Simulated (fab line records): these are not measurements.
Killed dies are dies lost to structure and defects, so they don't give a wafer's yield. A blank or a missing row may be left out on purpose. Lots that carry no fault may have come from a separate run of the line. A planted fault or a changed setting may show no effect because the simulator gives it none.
fab line records | flow sky130
[record] lots = 12 wafers = 36 lastDay = 50
route steps=708 shown FIELD_ISO@25 VT_ADJUST_LVTN@115 LI_CONTACT@375 METAL3@532 PAD_OPEN@708
lots that met no fault: from a run of the same line without faults
startH: hours from the record's first day to the start of the lot's first wafer shown | waitH: time in hours since the lot's previous step | " identical to the entry in the row above | L1.1+2: a row that stands for several wafers | - no value, or no start was given | * or withheld: withheld | < > ~ a bound
route shown NAME@n: names a module that has steps shown in the file, with the first one's number in the route | usual: mean and standard deviation over wafers with no fault | same: alike in all rows | chamber/n: place in a boat | sites: each site's reading | _std_site: the values' standard deviation | _edge_site: the outer-site mean with the inner-site mean subtracted | radiusMm: for every site, how far away it sits from the centre of the wafer | mask NAME#n: copy n | behind: tool/chamber where the wafer was last shaped | hold: why the lot was held/for how many hours/how that ended | device: transistor that didn't switch, given as n, p or np | end of line: tests run on the same wafers once the route is complete | where a step has no rows: the recipe by itself | killed: dies lost to structure and defects at the first sort, not the wafer's yield | map: the dies of a wafer, with x for killed, . for not killed, _ for no die there
set.NAME: the setting that was run; set.NAME@STEP: the one run at that earlier step | model.NAME: the simulator's own value behind a step, which no gauge read
one table for each step of the route and one row for each wafer, over a sample of lots
services: from which hour (startH, from the record's first day; less than 0 if before it) a tool's chamber was out of use, for how many hours, and why
[[steps]]
[step SKY_FIELD_ISO_CVD_24]
[recipe] material = SiO2 targetThkNm = 595 tempC = 650 sigmaOpenFrac = 0.3 timeS = 99.2 sih4FlowSccm = 60 pressureMtorr = 6
// columns lot.wafer tool chamber startH waitH
L142.2+4+5 hdpcvd-01 0,2,1 39.48 0.0
L144.1+4+5 hdpcvd-01 1,2,0 42.15 0.1
L145.2+4+6 hdpcvd-01 0,0,1 47.58 0.0
L146.1+2+6 hdpcvd-01 2,1,0 57.37 0.1
L147.2+3+6 hdpcvd-01 1,2,2 64.12 0.0
L148.2+3+4 hdpcvd-02 2,0,0 68.30 0.0
L151.1+3+5 hdpcvd-01 1,0,0 85.96 0.1
L157.1+2+5 hdpcvd-02 1,2,0 119.54 0.1
L161.1+5+6 hdpcvd-02 1,1,2 134.54 0.1
L162.3+4+5 hdpcvd-01 1,2,1 140.45 0.0
L163.1+2+4 hdpcvd-01 2,1,2 146.56 0.1
L164.2+4+6 hdpcvd-02 2,0,2 151.94 0.0
[step SKY_FIELD_ISO_THK_MEAS_25]
[recipe] reads = SiO2_of_FIELD_ISO_CVD_24
[usual] FIELD_ISO_CVD_24_THK = 593/7.1
// columns lot.wafer tool chamber startH waitH hold FIELD_ISO_CVD_24_THK[nm]
L142.2 filmMetro-02 - 39.56 0.0 - 598
L142.4 " - " " - 592
L142.5 " - " " - 587
L144.1 filmMetro-02 - 42.22 0.0 - 598
L144.4 " - " " - 604
L144.5 " - " " - 600
L145.2 filmMetro-01 - 47.66 0.0 - 598
L145.4 " - " " - 593
L145.6 " - " " - 600
L146.1 filmMetro-02 - 57.44 0.0 - 595
L146.2 " - " " - 586
L146.6 " - " " - 591
L147.2 filmMetro-03 - 64.20 0.0 awaitDispo/0.2h/release 590
L147.3 " - " " awaitDispo/0.2h/release 274
L147.6 " - " " awaitDispo/0.2h/release 596
L147.2 filmMetro-03 - 64.43 0.2 - 590
L147.3 " - " " - 274
L147.6 " - " " - 597
L148.2 filmMetro-01 - 68.38 0.0 - 609
L148.3 " - " " - 600
L148.4 " - " " - 591
L151.1 filmMetro-02 - 86.03 0.0 awaitDispo/0.2h/release 585
L151.3 " - " " awaitDispo/0.2h/release 262
L151.5 " - " " awaitDispo/0.2h/release 266
L151.1 filmMetro-02 - 86.38 0.3 - 585
L151.3 " - " " - 262
L151.5 " - " " - 267
L157.1 filmMetro-03 - 119.61 0.0 - 584
L157.2 " - " " - 604
L157.5 " - " " - 604
L161.1 filmMetro-03 - 134.61 0.0 - 581
L161.5 " - " " - 590
L161.6 " - " " - 600
L162.3 filmMetro-01 - 140.54 0.1 - 584
L162.4 " - " " - 592
L162.5 " - " " - 588
L163.1 filmMetro-01 - 146.63 0.0 - 593
L163.2 " - " " - 592
L163.4 " - " " - 596
L164.2 filmMetro-02 - 152.02 0.0 - 597
L164.4 " - " " - 587
L164.6 " - " " - 591
[step SKY_FIELD_ISO_CMP_27]
[recipe] stopOn = Si3N4 tOverpolishS = 16 downForcePsi = 4 platenRpm = 60 targetThkNm = 457.8 padVelocityMS = 0.94248
[usual] motorCurrentA = 11.7/1.2 timeToEndpointS = 110/4.9
// columns lot.wafer tool chamber startH waitH motorCurrentA timeToEndpointS
L142.2 cmp-01 0 43.17 0.1 13.0 114
L142.4 " 1 " " 10.8 110
L142.5 " 2 " " 10.9 113
L144.4 cmp-02 0 45.97 0.0 11.0 111
L144.1 " 2 " " 11.1 106
L144.5 " 0 " " 10.2 113
L145.4 cmp-01 3 50.27 0.0 13.4 116
L145.2 " 2 " " 10.7 116
L145.6 " 3 " " 14.3 119
L146.1 cmp-02 1 60.99 0.0 11.0 107
L146.2 " 3 " " 11.2 106
L146.6 " 2 " " 12.4 107
L148.3 cmp-02 2 70.06 0.0 12.4 108
L148.2 " 3 " " 10.9 104
L148.4 " 0 " " 10.9 104
L147.2 cmp-02 3 70.16 0.1 10.4 104
L147.3 " 0 " " 10.6 52
L147.6 " 1 " " 11.6 109
L151.1 cmp-02 0 91.86 0.0 10.8 104
L151.3 " 1 " " 11.7 45
L151.5 " 1 " " 11.4 45
L157.2 cmp-01 1 122.48 0.0 10.6 107
L157.1 " 0 " " 12.2 114
L157.5 " 1 " " 9.8 109
L161.1 cmp-02 0 136.32 0.1 10.8 106
L161.6 " 1 " " 11.7 107
L161.5 " 2 " " 11.9 109
L162.4 cmp-01 1 142.08 0.0 10.8 110
L162.3 " 2 " " 10.5 112
L162.5 " 2 " " 10.6 112
L163.2 cmp-02 0 148.19 0.0 11.0 105
L163.1 " 2 " " 12.3 107
L163.4 " 3 " " 11.1 98
L164.2 cmp-01 2 154.84 0.1 11.3 117
L164.4 " 0 " " 12.7 119
L164.6 " 1 " " 10.2 113
[step SKY_VT_ADJUST_LVTN_OVL_MEAS_18]
[usual] VT_ADJUST_LVTN_01_OVL = -0.8/1.3
// columns lot.wafer tool chamber startH waitH VT_ADJUST_LVTN_01_OVL[nm]
L142.2 overlay-01 - 173.37 0.1 2.5
L142.4 " - " " 0.8
L142.5 " - " " -1.7
L144.1 overlay-02 - 175.43 0.1 0.1
L144.4 " - " " 0.2
L144.5 " - " " -0.8
L145.2 overlay-01 - 180.58 0.1 -1.3
L145.4 " - " " 0.3
L145.6 " - " " -0.2
L146.1 overlay-02 - 193.21 0.1 -2.8
L146.2 " - " " -1.3
L146.6 " - " " -1.8
L147.2 overlay-02 - 200.68 0.1 -2.7
L147.6 " - " " 0.0
L148.2 overlay-01 - 206.38 0.1 2.0
L148.3 " - " " -0.7
L148.4 " - " " 0.5
L151.1 overlay-02 - 238.30 0.1 0.9
L157.1 overlay-02 - 275.92 0.1 -0.3
L157.2 " - " " -0.3
L157.5 " - " " -0.7
L161.1 overlay-01 - 292.50 0.1 -1.0
L161.5 " - " " -0.6
L161.6 " - " " -1.0
L162.3 overlay-01 - 301.49 0.4 1.2
L162.4 " - " " -0.6
L162.5 " - " " -0.9
L163.1 overlay-01 - 308.53 0.1 -3.9
L163.2 " - " " -1.8
L163.4 " - " " -1.9
L164.2 overlay-02 - 317.42 0.1 -0.4
L164.4 " - " " 0.1
L164.6 " - " " 1.0
[step SKY_LI_CONTACT_OVL_MEAS_13]
[usual] LI_CONTACT_OVL = 1/5.8
// columns lot.wafer tool chamber startH waitH LI_CONTACT_OVL[nm]
L142.2 overlay-02 - 687.53 0.1 7
L142.4 " - " " 3
L142.5 " - " " -1
L144.1 overlay-02 - 698.01 0.1 6
L144.4 " - " " 13
L144.5 " - " " 5
L145.2 overlay-02 - 701.61 0.1 12
L145.4 " - " " -1
L145.6 " - " " 0
L146.1 overlay-02 - 720.16 0.1 6
L146.2 " - " " 3
L146.6 " - " " 5
L147.2 overlay-01 - 724.28 0.1 2
L147.6 " - " " 0
L148.2 overlay-01 - 736.33 0.1 -1
L148.3 " - " " -6
L148.4 " - " " 0
L151.1 overlay-01 - 766.03 0.1 -6
L157.1 overlay-02 - 807.23 0.1 10
L157.2 " - " " 0
L157.5 " - " " 10
L161.1 overlay-02 - 827.39 0.1 12
L161.5 " - " " 13
L161.6 " - " " 5
L162.3 overlay-02 - 840.65 0.1 5
L162.4 " - " " -5
L162.5 " - " " 6
L163.1 overlay-02 - 842.79 0.1 5
L163.2 " - " " 0
L163.4 " - " " 8
L164.2 overlay-02 - 849.99 0.1 13
L164.4 " - " " 7
L164.6 " - " " 10
[step SKY_METAL3_SPUTTER_00]
[recipe] material = Ti targetThkNm = 15 powerW = 3000 timeS = 10 chamberPressurePa = 0.4
[usual] throttleValvePct = 29.3/0.92
// columns lot.wafer tool chamber startH waitH throttleValvePct
L142.2 pvdSputter-03 - 860.44 0.2 29.6
L142.4 " - " " 28.0
L142.5 " - " " 29.8
L144.1 pvdSputter-02 - 869.15 0.2 28.9
L144.4 " - " " 28.8
L144.5 " - " " 28.9
L145.2 pvdSputter-04 - 871.97 0.2 31.4
L145.4 " - " " 31.4
L145.6 " - " " 29.5
L146.1 pvdSputter-04 - 890.13 0.2 30.1
L146.2 " - " " 31.5
L146.6 " - " " 29.8
L147.2 pvdSputter-02 - 894.04 0.2 28.7
L147.6 " - " " 28.2
L148.2 pvdSputter-04 - 903.53 0.2 29.6
L148.3 " - " " 29.9
L148.4 " - " " 29.7
L151.1 pvdSputter-02 - 933.11 0.2 29.0
L157.1 pvdSputter-02 - 970.09 0.1 28.5
L157.2 " - " " 28.7
L157.5 " - " " 28.9
L161.1 pvdSputter-04 - 986.67 0.2 29.7
L161.5 " - " " 30.1
L161.6 " - " " 29.6
L162.3 pvdSputter-03 - 998.66 0.1 29.4
L162.4 " - " " 30.7
L162.5 " - " " 30.0
L163.1 pvdSputter-03 - 1002.70 0.1 30.7
L163.2 " - " " 28.2
L163.4 " - " " 29.3
L164.2 pvdSputter-04 - 1009.70 0.1 29.4
L164.4 " - " " 31.4
L164.6 " - " " 29.7
[step SKY_PAD_OPEN_PROBE_99]
[usual] killed_at_M0_to_M3 = 44/6.9 killed_at_M4_up = 3.3/2.1 killedAtContacts = 24/4.8 killedAtFrontEnd = 15/4.4 killedAtOther = 0.2/0.48 killedDies = 87/9.5 killedOnRim = 17/4 killedOpen = 48/6.5 killedShort = 39/6.3
[same] grossDies = 492 killedAtBackSide = 0
// columns lot.wafer tool chamber startH waitH hold killed_at_M0_to_M3 killed_at_M4_up killedAtContacts killedAtFrontEnd killedAtOther killedDies killedOnRim killedOpen killedShort
L145.2 prober-02 - 1092.85 0.1 - 53 7 21 14 0 95 19 54 41
L145.4 prober-02 - 1092.95 0.2 - 51 3 25 16 1 96 18 50 46
L145.6 prober-02 - 1093.05 0.2 - 33 3 34 11 0 81 10 43 38
L147.2 prober-02 - 1111.25 0.1 awaitDispo/4.8h/release 44 4 25 24 1 98 20 52 45
L147.3 prober-02 - 1111.30 0.2 awaitDispo/4.8h/release 48 3 24 417 0 492 96 52 37
L147.6 prober-02 - 1111.45 0.2 awaitDispo/4.8h/release 47 2 35 18 2 104 19 55 47
L148.2 prober-01 - 1118.27 0.1 - 46 2 28 12 0 88 20 49 39
L148.3 prober-01 - 1118.32 0.2 - 42 1 19 17 1 80 13 50 30
L148.4 prober-01 - 1118.37 0.2 - 44 3 28 14 0 89 17 53 36
L151.1 prober-02 - 1141.04 0.1 awaitDispo/2.3h/release 36 3 33 16 1 89 20 42 47
L151.3 prober-02 - 1141.14 0.2 awaitDispo/2.3h/release 47 2 22 421 0 492 96 50 41
L151.5 prober-02 - 1141.24 0.2 awaitDispo/2.3h/release 50 1 21 420 0 492 96 51 39
L157.1 prober-02 - 1168.12 0.1 - 45 4 23 9 0 81 22 41 39
L157.2 prober-02 - 1168.17 0.1 - 55 1 19 16 1 92 21 42 50
L157.5 prober-02 - 1168.32 0.2 - 43 5 24 11 0 83 14 49 33
L164.2 prober-01 - 1196.79 0.1 - 34 2 14 18 0 68 12 34 34
L164.4 prober-01 - 1196.89 0.2 - 34 3 22 12 0 71 11 45 26
L164.6 prober-01 - 1196.99 0.2 - 40 2 17 17 0 76 21 38 38
// killed by level:class
L145.2 VIA1:geometricParticle:open=16 METAL2:geometricParticle:short=9 CONTACT:geometricParticle:open=8 POLY_GATE:geometricParticle:short=6 VIA2:geometricParticle:open=6 VIA3:geometricParticle:open=6 LI_CONTACT:geometricParticle:open=5 VIA1:geometricParticle:short=5
L145.4 METAL1:geometricParticle:short=10 VIA1:geometricParticle:open=10 CONTACT:geometricParticle:open=9 VIA2:geometricParticle:open=9 VIA3:geometricParticle:open=7 CONTACT:geometricParticle:short=6 FIELD_ISO:geometricParticle:open=5 METAL2:geometricParticle:short=4
L145.6 CONTACT:geometricParticle:open=11 LI_CONTACT:geometricParticle:open=9 VIA1:geometricParticle:open=9 CONTACT:geometricParticle:short=8 VIA3:geometricParticle:open=8 METAL2:geometricParticle:short=5 POLY_GATE:geometricParticle:open=4 LI_CONTACT:geometricParticle:short=4
L147.2 LOCAL_INTERCONNECT:geometricParticle:short=9 VIA2:geometricParticle:open=8 CONTACT:geometricParticle:open=8 VIA1:geometricParticle:open=8 FIELD_ISO:geometricParticle:open=7 POLY_GATE:geometricParticle:open=7 VIA3:geometricParticle:open=7 VIA1:geometricParticle:short=6
L147.3 FIELD_ISO:areaCvd=403 CONTACT:geometricParticle:open=11 VIA3:geometricParticle:open=11 VIA1:geometricParticle:open=11 METAL1:geometricParticle:short=8 POLY_GATE:geometricParticle:open=7 METAL2:geometricParticle:short=7 LI_CONTACT:geometricParticle:open=4
L147.6 LI_CONTACT:geometricParticle:open=11 VIA1:geometricParticle:open=9 LOCAL_INTERCONNECT:geometricParticle:short=8 METAL2:geometricParticle:short=8 VIA2:geometricParticle:open=7 CONTACT:geometricParticle:open=6 VIA3:geometricParticle:open=6 CONTACT:geometricParticle:short=5
L148.2 CONTACT:geometricParticle:open=16 VIA1:geometricParticle:open=11 METAL1:geometricParticle:short=10 CONTACT:geometricParticle:short=6 VIA3:geometricParticle:short=5 FIELD_ISO:geometricParticle:short=4 POLY_GATE:geometricParticle:open=4 VIA1:geometricParticle:short=4
L148.3 VIA1:geometricParticle:open=12 VIA2:geometricParticle:open=11 CONTACT:geometricParticle:open=6 METAL2:geometricParticle:short=6 CONTACT:geometricParticle:short=5 VIA3:geometricParticle:open=5 POLY_GATE:geometricParticle:short=4 LI_CONTACT:geometricParticle:open=4
L148.4 CONTACT:geometricParticle:open=12 VIA1:geometricParticle:open=12 METAL1:geometricParticle:short=9 LI_CONTACT:geometricParticle:open=6 VIA2:geometricParticle:open=6 FIELD_ISO:geometricParticle:open=4 CONTACT:geometricParticle:short=4 METAL2:geometricParticle:short=4
L151.1 CONTACT:geometricParticle:open=14 LOCAL_INTERCONNECT:geometricParticle:short=7 VIA1:geometricParticle:short=7 VIA2:geometricParticle:open=6 METAL1:geometricParticle:short=6 LI_CONTACT:geometricParticle:open=5 CONTACT:geometricParticle:short=5 FIELD_ISO:geometricParticle:open=4
L151.3 FIELD_ISO:areaCvd=401 VIA3:geometricParticle:open=9 VIA1:geometricParticle:open=9 VIA1:geometricParticle:short=8 LOCAL_INTERCONNECT:geometricParticle:short=7 CONTACT:geometricParticle:open=7 POLY_GATE:geometricParticle:open=6 FIELD_ISO:geometricParticle:short=5
L151.5 FIELD_ISO:areaCvd=401 VIA1:geometricParticle:open=13 VIA2:geometricParticle:open=8 FIELD_ISO:geometricParticle:open=6 LI_CONTACT:geometricParticle:open=6 VIA2:geometricParticle:short=6 VIA3:geometricParticle:open=6 FIELD_ISO:geometricParticle:short=5
L157.1 CONTACT:geometricParticle:open=9 VIA3:geometricParticle:open=8 VIA1:geometricParticle:open=8 FIELD_ISO:geometricParticle:short=5 LI_CONTACT:geometricParticle:open=5 METAL1:geometricParticle:short=5 METAL3:geometricParticle:short=5 METAL4:geometricParticle:short=4
L157.2 VIA1:geometricParticle:short=12 METAL1:geometricParticle:short=10 VIA2:geometricParticle:open=8 VIA3:geometricParticle:open=8 POLY_GATE:geometricParticle:short=6 CONTACT:geometricParticle:short=6 FIELD_ISO:geometricParticle:open=5 LI_CONTACT:geometricParticle:open=5
L157.5 CONTACT:geometricParticle:open=8 METAL1:geometricParticle:short=8 LI_CONTACT:geometricParticle:open=7 VIA2:geometricParticle:open=7 VIA3:geometricParticle:open=7 VIA1:geometricParticle:open=6 CONTACT:geometricParticle:short=4 METAL2:geometricParticle:short=4
L164.2 VIA1:geometricParticle:open=10 CONTACT:geometricParticle:open=7 METAL2:geometricParticle:short=6 VIA3:geometricParticle:open=5 POLY_GATE:geometricParticle:short=4 POLY_GATE:geometricParticle:open=4 CONTACT:geometricParticle:short=4 VIA1:geometricParticle:short=4
L164.4 CONTACT:geometricParticle:open=12 VIA1:geometricParticle:open=11 VIA2:geometricParticle:open=6 VIA1:geometricParticle:short=4 FIELD_ISO:geometricParticle:open=3 CONTACT:geometricParticle:short=3 POLY_GATE:geometricParticle:open=3 SPACER:geometricParticle:open=3
L164.6 VIA1:geometricParticle:open=14 CONTACT:geometricParticle:open=7 VIA1:geometricParticle:short=5 FIELD_ISO:geometricParticle:short=4 POLY_GATE:geometricParticle:open=4 CONTACT:geometricParticle:short=4 METAL2:geometricParticle:short=4 VIA2:geometricParticle:open=4
[[services]]
// columns tool chamber startH hours kind
cmp-02 - 38.34 7.1 repair
hdpcvd-01 - 45.85 1.5 repair
hdpcvd-01 - 66.75 15.0 pm
hdpcvd-01 - 111.10 6.0 pm
hdpcvd-01 - 140.97 0.6 repair
cmp-02 - 143.44 1.3 repair
cmp-02 - 164.65 0.5 repair
cmp-02 - 173.29 7.6 pm
cmp-02 - 225.17 4.0 repair
cmp-02 - 232.00 4.0 pm
cmp-02 - 237.26 5.3 repair
cmp-02 - 267.46 5.7 pm
hdpcvd-01 - 339.88 2.5 repair
cmp-02 - 340.69 8.6 pm
cmp-02 - 400.13 17.1 repair
cmp-02 - 444.59 2.9 repair
cmp-02 - 495.70 10.2 pm
hdpcvd-01 - 499.11 0.3 repair
hdpcvd-01 - 650.75 15.0 pm
hdpcvd-01 - 754.05 2.8 pm
hdpcvd-01 - 864.27 3.1 repair
hdpcvd-01 - 921.17 14.6 pm
hdpcvd-01 - 936.11 0.2 repair
hdpcvd-01 0 945.97 5.0 repair
[[key]]
[firstSign] step = SKY_FIELD_ISO_THK_MEAS_25 reading = visit direction = added
[effect] step = SKY_FIELD_ISO_THK_MEAS_25 reading = FIELD_ISO_CVD_24_THK direction = down sigmas = 46 usual = 593 struck = 268
[effect] step = SKY_FIELD_ISO_CMP_27 reading = timeToEndpointS direction = down sigmas = 13 usual = * struck = *
[effect] step = SKY_PAD_OPEN_PROBE_99 reading = killedAtFrontEnd direction = up sigmas = 91 usual = 15 struck = 419
[moreKillsBornAt] SKY_FIELD_ISO_CVD_24@hdpcvd-01 = 1205
metAt SKY_FIELD_ISO_CVD_24
struckLots L147,L151
struckWafers L147.3,L151.3,L151.5
laterRowsLeftOut L147.3,L151.3,L151.5
testerLeftOut L147,L151
notActingAt SKY_VT_ADJUST_LVTN_OVL_MEAS_18,SKY_LI_CONTACT_OVL_MEAS_13,SKY_METAL3_SPUTTER_00
onsetBetween 57.37 64.12
[fault] kind = processParameterDrift tool = hdpcvd-01 chamber = - onsetH = 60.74 steps = SKY_FIELD_ISO_CVD_24 channel = targetThkNm offset = -320.01 shape = step endH = 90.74 scope = struckWafersOnly actsIn = theseRecipesOnly stated = 595
// testerLeftOut: of these lots the tester's yield and bins aren't shown, on N5 and GAA mostly nor the transistor test; their killed dies are dies lost to structure and defects alone, not to doping, threshold or leakage, so they don't give the yield
// laterRowsLeftOut: the simulator's readings of these wafers behind a module that went badly wrong aren't trusted and aren't shown, but for the sort
